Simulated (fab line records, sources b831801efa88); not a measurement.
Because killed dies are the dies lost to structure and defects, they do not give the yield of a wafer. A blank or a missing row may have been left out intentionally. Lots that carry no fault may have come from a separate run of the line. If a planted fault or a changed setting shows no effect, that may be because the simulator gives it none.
Which tool is to blame? || flow sky130 || Sampling: 11 lots, 33 wafers, 5 of 708 route steps

== WHAT EACH GAUGE READ, for each wafer ==
SKY_METAL1_RS_MEAS_05: uses a four-point probe to measure.
{"lot": "L193", "measured": "day 32 14:16", "on": "film_metro-02", "METAL1_ALCU_RS (ohm/sq)": "0.1266 0.1240 0.1291"}
{"lot": "L197", "measured": "day 33 22:25", "on": "film_metro-04", "METAL1_ALCU_RS (ohm/sq)": "0.1299 0.1276 0.1259"}
{"lot": "L196", "measured": "day 33 22:32", "on": "film_metro-02", "METAL1_ALCU_RS (ohm/sq)": "0.1289 0.1244 0.1273"}
{"lot": "L198", "measured": "day 34 06:50", "on": "film_metro-02", "METAL1_ALCU_RS (ohm/sq)": "0.1280 0.1282 0.1274"}
{"lot": "L199", "measured": "day 35 19:10", "on": "film_metro-02", "METAL1_ALCU_RS (ohm/sq)": "0.1289 0.1276 0.1272"}
{"lot": "L200", "measured": "day 35 19:20", "on": "film_metro-03", "METAL1_ALCU_RS (ohm/sq)": "0.1296 0.1294 0.1262"}
{"lot": "L201", "measured": "day 36 01:34", "on": "film_metro-03", "METAL1_ALCU_RS (ohm/sq)": "0.1285 0.1284 0.1286"}
{"lot": "L205", "measured": "day 36 20:00", "on": "film_metro-04", "METAL1_ALCU_RS (ohm/sq)": "0.1256 0.1286 0.1275"}
{"lot": "L204", "measured": "day 36 22:02", "on": "film_metro-03", "METAL1_ALCU_RS (ohm/sq)": "0.1270 0.1291 0.1254"}
{"lot": "L209", "measured": "day 38 01:10", "on": "film_metro-03", "METAL1_ALCU_RS (ohm/sq)": "0.1303 0.1265 0.1415 0.1302 0.1267 0.1413"}
{"lot": "L210", "measured": "day 38 03:24", "on": "film_metro-02", "METAL1_ALCU_RS (ohm/sq)": "0.1271 0.1419 0.1264 0.1267 0.1419 0.1269"}

== TOOL THAT RAN EACH LOT (tool first, then ch and the chambers of the sampled wafers, then the start) ==
{"lot": "L193", "SKY_CONTACT_CVD_00": "pecvd-01 ch 1,2, day 31 08:29", "SKY_CONTACT_SPUTTER_23": "pvd_sputter-03, day 32 13:28", "SKY_METAL1_SPUTTER_00": "pvd_sputter-01, day 32 14:07", "SKY_METAL1_SPUTTER_02": "pvd_sputter-01, day 32 14:10"}
{"lot": "L197", "SKY_CONTACT_CVD_00": "pecvd-02 ch 0,1,2, day 32 16:47", "SKY_CONTACT_SPUTTER_23": "pvd_sputter-03, day 33 21:37", "SKY_METAL1_SPUTTER_00": "pvd_sputter-01, day 33 22:16", "SKY_METAL1_SPUTTER_02": "pvd_sputter-01, day 33 22:19"}
{"lot": "L196", "SKY_CONTACT_CVD_00": "pecvd-01 ch 0,2, day 32 17:20", "SKY_CONTACT_SPUTTER_23": "pvd_sputter-04, day 33 21:44", "SKY_METAL1_SPUTTER_00": "pvd_sputter-03, day 33 22:23", "SKY_METAL1_SPUTTER_02": "pvd_sputter-03, day 33 22:26"}
{"lot": "L198", "SKY_CONTACT_CVD_00": "pecvd-03 ch 0,1,2, day 33 02:36", "SKY_CONTACT_SPUTTER_23": "pvd_sputter-04, day 34 05:49", "SKY_METAL1_SPUTTER_00": "pvd_sputter-03, day 34 06:42", "SKY_METAL1_SPUTTER_02": "pvd_sputter-03, day 34 06:45"}
{"lot": "L199", "SKY_CONTACT_CVD_00": "pecvd-03 ch 0,2, day 33 15:53", "SKY_CONTACT_SPUTTER_23": "pvd_sputter-03, day 35 18:23", "SKY_METAL1_SPUTTER_00": "pvd_sputter-01, day 35 19:02", "SKY_METAL1_SPUTTER_02": "pvd_sputter-01, day 35 19:05"}
{"lot": "L200", "SKY_CONTACT_CVD_00": "pecvd-02 ch 0,1, day 33 15:57", "SKY_CONTACT_SPUTTER_23": "pvd_sputter-02, day 35 18:30", "SKY_METAL1_SPUTTER_00": "pvd_sputter-03, day 35 19:10", "SKY_METAL1_SPUTTER_02": "pvd_sputter-03, day 35 19:13"}
{"lot": "L201", "SKY_CONTACT_CVD_00": "pecvd-01 ch 1,2, day 34 15:00", "SKY_CONTACT_SPUTTER_23": "pvd_sputter-02, day 36 00:37", "SKY_METAL1_SPUTTER_00": "pvd_sputter-03, day 36 01:25", "SKY_METAL1_SPUTTER_02": "pvd_sputter-03, day 36 01:28"}
{"lot": "L205", "SKY_CONTACT_CVD_00": "pecvd-02 ch 0,2, day 35 20:46", "SKY_CONTACT_SPUTTER_23": "pvd_sputter-04, day 36 19:13", "SKY_METAL1_SPUTTER_00": "pvd_sputter-01, day 36 19:52", "SKY_METAL1_SPUTTER_02": "pvd_sputter-01, day 36 19:55"}
{"lot": "L204", "SKY_CONTACT_CVD_00": "pecvd-02 ch 0,1, day 35 21:43", "SKY_CONTACT_SPUTTER_23": "pvd_sputter-03, day 36 21:15", "SKY_METAL1_SPUTTER_00": "pvd_sputter-03, day 36 21:54", "SKY_METAL1_SPUTTER_02": "pvd_sputter-03, day 36 21:57"}
{"lot": "L209", "SKY_CONTACT_CVD_00": "pecvd-03 ch 0,1,2, day 36 21:45", "SKY_CONTACT_SPUTTER_23": "pvd_sputter-03, day 38 00:20", "SKY_METAL1_SPUTTER_00": "pvd_sputter-01, day 38 00:59", "SKY_METAL1_SPUTTER_02": "pvd_sputter-01, day 38 01:02"}
{"lot": "L210", "SKY_CONTACT_CVD_00": "pecvd-03 ch 0,1, day 37 00:21", "SKY_CONTACT_SPUTTER_23": "pvd_sputter-04, day 38 02:37", "SKY_METAL1_SPUTTER_00": "pvd_sputter-01, day 38 03:16", "SKY_METAL1_SPUTTER_02": "pvd_sputter-01, day 38 03:19"}
- SKY_CONTACT_CVD_00: deposits Si3N4, target thk 75 nm.
- SKY_CONTACT_SPUTTER_23: material TiN, target thk 20 nm, time 80 s.
- SKY_METAL1_SPUTTER_00: material Ti, target thk 15 nm, time 10 s.
- SKY_METAL1_SPUTTER_02: material AlCu, target thk 250 nm, time 13.3 s.

== THE ANSWER, worked out from the rows above alone ==
Rule: the usual values come from the lots themselves. Put in order of their means at a reading, lots are off if they are a third of the lots or fewer, leave a main group of 4 or more, and stand apart from it by a gap of 3 or more times the standard deviation of the main group's means; of several such gaps the widest counts. The tables above print the reading to a certain number of digits; a main group whose means all agree to those digits is not used. A lot without any number at a reading at which 4 lots or more have one is off too. Where the step has rows for the other lots, those lots are counted as sound.
Off: L209, L210, at SKY_METAL1_RS_MEAS_05 (METAL1_ALCU_RS). The main group: mean 0.1276 ohm/sq, standard deviation 0.00063.
If a tool, at a process step before that reading, ran all the lots that are off and no sound lot after the first of them, it fits. Those tools and the gauges at SKY_METAL1_RS_MEAS_05 are tried in the same way. Undecided on this evidence; 2 tools fit (pecvd-03 at SKY_CONTACT_CVD_00, pvd_sputter-01 at SKY_METAL1_SPUTTER_00 and SKY_METAL1_SPUTTER_02).

== WHAT THE SIMULATOR PUT IN ==
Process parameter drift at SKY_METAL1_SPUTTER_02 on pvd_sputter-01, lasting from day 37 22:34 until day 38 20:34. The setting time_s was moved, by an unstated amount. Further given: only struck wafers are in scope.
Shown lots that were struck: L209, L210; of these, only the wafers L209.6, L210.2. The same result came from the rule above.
